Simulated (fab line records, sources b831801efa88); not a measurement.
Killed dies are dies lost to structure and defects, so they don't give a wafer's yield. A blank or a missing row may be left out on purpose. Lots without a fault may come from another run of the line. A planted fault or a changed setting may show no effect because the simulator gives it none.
fab line records | flow sky130
record lots=6 wafers=18 last_day=50
route steps=708 shown SONOS_TUNNEL@156 SONOS_ONO@168
lots that met no fault: from a run of the same line without faults
start_h: hours from the record's first day to the start of the lot's first wafer shown | wait_h: hours since the lot's step before | " the same as in the row above | L1.1+2: a row that stands for several wafers | - no value, or no start given | * or withheld: withheld | < > ~ a bound
route shown NAME@n: a module of which the file shows steps, and the number in the route of the first | usual: mean/standard deviation of fault-free wafers | same: alike in all rows | chamber/n: place in a boat | sites: the reading at each site | _std_site: their standard deviation | _edge_site: outer sites' mean less inner sites' | radius_mm: how far each site lies from the wafer's centre | mask NAME#n: copy n | behind: the tool/chamber that last shaped the wafer | hold: why the lot was held/for how many hours/how that ended | device: the transistor (n, p or np) that didn't switch | end of line: the same wafers' tests at the end of the route | a step without rows: its recipe alone | killed: dies lost to structure and defects at the first sort, not the wafer's yield | map: a wafer's dies, x killed, . not, _ none there
set.NAME: the setting as run; set.NAME@STEP: as run at that earlier step | model.NAME: the simulator's own value behind a step, which no gauge read
lots at some steps of the route; a table a step, a row a wafer
services: from which hour (start_h, from the record's first day; less than 0 if before it) a tool's chamber was out of use, for how many hours, and why
## steps
# step SKY_SONOS_TUNNEL_COAT_02
# recipe resist=NOVOLAK spin_rpm=3063 resist_thk_nm=1140
# step SKY_SONOS_TUNNEL_SOFTBAKE_03
# recipe temp_c=90 time_s=60 resist=NOVOLAK
# step SKY_SONOS_TUNNEL_EXPOSE_04
# recipe mask_id=TUNM na=0.6 source_shape=conventional sigma_outer=0.6 polarization=unpolarized target_cd_nm=410 dose_mj=136
# step SKY_SONOS_TUNNEL_PEB_05
# recipe temp_c=withheld time_s=* resist=NOVOLAK
# step SKY_SONOS_TUNNEL_DEVELOP_06
# recipe resist=NOVOLAK developer=TMAH develop_time_s=60 dev_temp_c=23
# step SKY_SONOS_TUNNEL_CD_MEAS_07
# recipe target_cd_nm=410
# usual cd_nm=411.3/2.2
# columns lot.wafer tool chamber start_h wait_h cd_nm
L134.1 cd_sem-01 - 277.73 0.2 412.8
L134.5 " - " " 413.1
L134.6 " - " " 413.3
L144.1 cd_sem-02 - 373.31 0.1 409.0
L144.3 " - " " 409.6
L144.5 " - " " 408.3
L146.2 cd_sem-01 - 377.40 0.1 407.8
L146.4 " - " " 407.3
L146.6 " - " " 407.9
L145.1 cd_sem-02 - 378.58 0.1 415.1
L145.3 " - " " 412.9
L145.4 " - " " 412.5
L152.4 cd_sem-02 - 422.66 0.1 413.5
L152.5 " - " " 413.3
L152.6 " - " " 413.6
L153.3 cd_sem-01 - 432.45 0.1 409.8
L153.4 " - " " 410.1
L153.6 " - " " 412.1
# step SKY_SONOS_TUNNEL_OVL_MEAS_08
# usual SONOS_TUNNEL_OVL=0.7/1.4
# columns lot.wafer tool chamber start_h wait_h SONOS_TUNNEL_OVL[nm]
L134.1 overlay-01 - 277.85 0.1 -0.6
L134.5 " - " " -1.1
L134.6 " - " " -0.6
L144.1 overlay-02 - 373.43 0.1 1.2
L144.3 " - " " -0.2
L144.5 " - " " 1.5
L146.2 overlay-01 - 377.50 0.1 0.9
L146.4 " - " " 1.6
L146.6 " - " " 0.3
L145.1 overlay-02 - 378.70 0.1 2.6
L145.3 " - " " 3.0
L145.4 " - " " 2.3
L152.4 overlay-01 - 422.73 0.1 2.2
L152.5 " - " " 0.4
L152.6 " - " " 1.2
L153.3 overlay-02 - 432.54 0.1 -0.3
L153.4 " - " " 0.8
L153.6 " - " " 1.6
# step SKY_SONOS_TUNNEL_IMPLANT_09
# recipe species=B energy_kev=20 dose_cm2=1e+12 tilt_deg=withheld
# step SKY_SONOS_TUNNEL_WET_ETCH_10
# recipe chemistry=dHF target_depth_nm=14 target=SiO2 dilution=100:1 temp_c=25 time_s=280
# step SKY_SONOS_TUNNEL_STRIP_11
# recipe chemistry=SPM time_s=600 temp_c=130
# step SKY_SONOS_TUNNEL_TW_MEAS_12
# usual SONOS_TUNNEL_TW=198/4
# columns lot.wafer tool chamber start_h wait_h SONOS_TUNNEL_TW
L134.1 film_metro-02 - 278.30 0.0 203
L134.5 " - " " 203
L134.6 " - " " 202
L144.1 film_metro-02 - 373.97 0.0 203
L144.3 " - " " 203
L144.5 " - " " 202
L146.2 film_metro-01 - 377.98 0.0 196
L146.4 " - " " 196
L146.6 " - " " 195
L145.1 film_metro-02 - 379.16 0.0 203
L145.3 " - " " 203
L145.4 " - " " 204
L152.4 film_metro-04 - 423.30 0.0 193
L152.5 " - " " 193
L152.6 " - " " 192
L153.3 film_metro-01 - 433.09 0.0 195
L153.4 " - " " 195
L153.6 " - " " 197
# step SKY_SONOS_TUNNEL_CLEAN_13
# recipe chemistry=dHF time_s=20 dilution=100:1 dry=ipa_marangoni
# step SKY_SONOS_ONO_OXIDATION_00
# recipe temp_c=800 ambient=O2 idle_temp_c=700 ramp_up_c_per_min=10 ramp_down_c_per_min=3 stabilise_s=600 purge_s=300 target_thk_a=26 ox_time_s=1249
# usual ox_temp_c=800.03/0.27 ox_temp_c_max=803.5/0.67
# columns lot.wafer tool chamber start_h wait_h ox_temp_c ox_temp_c_max
L134.1 furnace-01 0 278.46 0.1 799.99 802.8
L134.5 " 0 " " 799.73 802.5
L134.6 " 0 " " 800.31 803.8
L144.1 furnace-01 - 374.33 0.3 - -
L144.3 " - " " - -
L144.5 " - " " - -
L146.2 furnace-02 - 378.04 0.0 - -
L146.4 " - " " - -
L146.6 " - " " - -
L145.1 furnace-02 0 379.39 0.2 800.42 804.5
L145.3 " 0 " " 799.51 802.2
L145.4 " 0 " " 800.00 803.2
L152.4 furnace-01 0 424.94 1.6 800.07 803.5
L152.5 " 0 " " 800.20 802.8
L152.6 " 0 " " 800.02 803.3
L153.3 furnace-02 0 435.69 2.6 799.93 804.0
L153.4 " 0 " " 800.60 804.5
L153.6 " 0 " " 799.73 803.7
# step SKY_SONOS_ONO_CVD_02
# recipe material=Si3N4 precursor=DCS/NH3 target_thk_nm=10.5 temp_c=770 time_s=180 pressure_mtorr=250
## services
# columns tool chamber start_h hours kind
furnace-02 - 255.18 2.9 pm
furnace-01 - 258.93 3.0 pm
furnace-02 - 282.52 2.1 pm
furnace-01 - 417.78 2.9 pm
furnace-02 - 424.15 3.1 pm
furnace-01 - 427.46 4.5 pm
## key
first_sign step=SKY_SONOS_ONO_OXIDATION_00 reading=tool_record direction=missing
effect none on later readings
met_at SKY_SONOS_ONO_OXIDATION_00
struck_wafers L144.1,L144.3,L144.5,L146.2,L146.4,L146.6
later_rows_left_out L144.1,L144.3,L144.5,L146.2,L146.4,L146.6
sort_left_out L144.1,L144.3,L144.5,L146.2,L146.4,L146.6
tester_left_out L144,L146
onset_between 278.46 374.33
fault kind=skipped_step_whole tool=furnace-01,furnace-02 chamber=- onset_h=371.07 steps=SKY_SONOS_ONO_OXIDATION_00 scope=struck_lots_only
# tester_left_out: of these lots the tester's yield and bins aren't shown, on N5 and GAA mostly nor the transistor test; their killed dies are dies lost to structure and defects alone, not to doping, threshold or leakage, so they don't give the yield
# sort_left_out: the simulated sort isn't trusted on such a fault, so these wafers' sort isn't shown, and their yield isn't known
# later_rows_left_out: the simulator's readings of these wafers behind a module that went badly wrong aren't trusted and aren't shown, but for the sort
